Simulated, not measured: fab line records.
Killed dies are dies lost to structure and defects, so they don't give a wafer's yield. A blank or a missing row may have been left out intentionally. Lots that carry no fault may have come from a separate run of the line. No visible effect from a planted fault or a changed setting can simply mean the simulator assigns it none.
Comparing a struck lot with a sound one -- flow gf180mcu -- 43 steps out of a route of 602
Sound: these wafers, L414.1, L414.3, L414.5. The struck wafers were L430.2, L430.3, L430.5. The cause comes at the end.
Each step with rows lists, per side, the tool, then ch with its chambers, then its first start. Under that, the readings that differ: sound wafers -- struck wafers -- difference of the means -- sigmas: that difference in standard deviations of wafers without a fault.
alike: readings whose means differ by less than 2 such deviations, and words and numbers that are the same on both sides. not compared: withheld readings, readings that some wafer has no value for, bounds like >300 that may hide the same value, and numbers for which the record gives no deviation and whose values overlap.
Wherever a step has rows on one side only, a row that says differs or no value, or a row with sigmas, the two part there. When numbers do not overlap yet have no deviation, they are printed without sigmas and do not part them. Lack of a reading on every wafer of one side parts them only where that side has two or more wafers.

first, 1 step without rows for these wafers: GF_LVPWELL_IMPLANT_09.
GF_LVPWELL_STRIP_10: strips in O2/N2.
  sound on plasmaAsher-04 ch 0,1, day 4 07:29; struck on plasmaAsher-01 ch 0, day 8 03:16
  alike: drypumpMotorCurrentA, heaterPowerW, oesProductAu, stripTimeToEndpointS
  not compared: rfHoursCounterH
GF_LVPWELL_TW_MEAS_11:
  sound: filmMetro-01 at day 4 07:35; struck: filmMetro-04 at day 8 03:23
  alike: LVPWELL_TW
then, 7 steps without rows for these wafers: GF_MVSD_DEHYDRATE_00 (time 60 s); GF_MVSD_HMDS_01 (prime time 60 s); GF_MVSD_COAT_02 (resist thk 3000 nm); GF_MVSD_SOFTBAKE_03; GF_MVSD_EXPOSE_04 (exposes mask MVSD, target cd 1000 nm); GF_MVSD_PEB_05; GF_MVSD_DEVELOP_06 (develop time 60 s).
GF_MVSD_OVL_MEAS_07:
  sound: overlay-01 at day 4 21:14; struck: overlay-02 at day 8 19:56
  alike: MVSD_OVL
next, for these wafers, 1 step has no rows: GF_MVSD_IMPLANT_08.
GF_MVSD_IMPLANT_09:
  struck on implanter-04, day 8 20:09; sound on implanter-01 ch 0, day 4 21:25
  no value came back on the struck wafers for beamEnergyKeV, beamOnS (s); on the sound wafers beamEnergyKeV reads 99.97 99.97 99.96
GF_MVSD_STRIP_10: strips in O2/N2.
  sound on plasmaAsher-01 ch 0,1, day 4 21:34; struck on plasmaAsher-01 ch 1, day 8 20:16
  alike: drypumpMotorCurrentA, heaterPowerW, oesProductAu, stripTimeToEndpointS
  not compared: rfHoursCounterH
GF_MVSD_TW_MEAS_11:
  sound: filmMetro-04 at day 4 21:40; struck: filmMetro-01 at day 8 20:23
reading,sound,struck,difference,sigmas
MVSD_TW,1575 1581 1584,1519 1519 1521,-60,-6
then, 7 steps without rows for these wafers: GF_MVPSD_DEHYDRATE_00 (time 60 s); GF_MVPSD_HMDS_01 (prime time 60 s); GF_MVPSD_COAT_02 (resist thk 3000 nm); GF_MVPSD_SOFTBAKE_03; GF_MVPSD_EXPOSE_04 (exposes mask MVPSD, target cd 1000 nm); GF_MVPSD_PEB_05; GF_MVPSD_DEVELOP_06 (develop time 60 s).
GF_MVPSD_OVL_MEAS_07:
  sound: overlay-01 at day 5 11:59; struck: overlay-02 at day 9 13:38
  alike: MVPSD_OVL
then, 2 steps without rows for these wafers: GF_MVPSD_IMPLANT_08; GF_MVPSD_IMPLANT_09.
GF_MVPSD_STRIP_10: strips in O2/N2.
  sound on plasmaAsher-04 ch 0,1, day 5 12:19; struck on plasmaAsher-04 ch 0,1, day 9 13:58
  alike: drypumpMotorCurrentA, heaterPowerW, oesProductAu, stripTimeToEndpointS
  not compared: rfHoursCounterH
GF_MVPSD_TW_MEAS_11:
  sound: filmMetro-04 at day 5 12:25; struck: filmMetro-01 at day 9 14:05
  alike: MVPSD_TW
then, 7 steps without rows for these wafers: GF_VT_IMPLANT_DEHYDRATE_00 (time 60 s); GF_VT_IMPLANT_HMDS_01 (prime time 60 s); GF_VT_IMPLANT_COAT_02 (resist thk 1000 nm); GF_VT_IMPLANT_SOFTBAKE_03 (time 60 s); GF_VT_IMPLANT_EXPOSE_04 (exposes mask LVPWELL LV AREA, target cd 600 nm); GF_VT_IMPLANT_PEB_05; GF_VT_IMPLANT_DEVELOP_06 (develop time 60 s).
GF_VT_IMPLANT_OVL_MEAS_07:
  sound: overlay-02 at day 6 02:50; struck: overlay-02 at day 10 07:08
  alike: VT_IMPLANT_OVL
next, for these wafers, 1 step has no rows: GF_VT_IMPLANT_IMPLANT_08.
GF_VT_IMPLANT_STRIP_09: strips in O2/N2.
  sound on plasmaAsher-01 ch 0, day 6 03:02; struck on plasmaAsher-01 ch 1, day 10 07:19
reading,sound,struck,difference,sigmas
drypumpMotorCurrentA (A),6.7 6.7 6.8,5.3 5.2 5.2,-1.5,-2
  alike: heaterPowerW, oesProductAu, stripTimeToEndpointS
  not compared: rfHoursCounterH
GF_VT_IMPLANT_TW_MEAS_10:
  sound: filmMetro-03 at day 6 03:08; struck: filmMetro-01 at day 10 07:26
  alike: VT_IMPLANT_TW
then, 4 steps without rows for these wafers: GF_VT_IMPLANT_DEHYDRATE_11 (time 60 s); GF_VT_IMPLANT_HMDS_12 (prime time 60 s); GF_VT_IMPLANT_COAT_13 (resist thk 1000 nm); GF_VT_IMPLANT_SOFTBAKE_14 (time 60 s).
-- the record jumps here: 2 days lie between the struck wafers' starts before and after --
GF_VT_IMPLANT_RS_MEAS_46: measurement is done with a four-point probe.
  sound: filmMetro-03 at day 8 02:57; struck: filmMetro-04 at day 12 15:52
reading,sound,struck,difference,sigmas
MVSD_RS (ohm/sq),458.4 457.3 458.1,- - -,no value on the struck wafers,

## WHERE THEY PART
At GF_MVSD_IMPLANT_09 first; at GF_VT_IMPLANT_RS_MEAS_46 last (within this record only).

WHY: the cause the simulator had injected
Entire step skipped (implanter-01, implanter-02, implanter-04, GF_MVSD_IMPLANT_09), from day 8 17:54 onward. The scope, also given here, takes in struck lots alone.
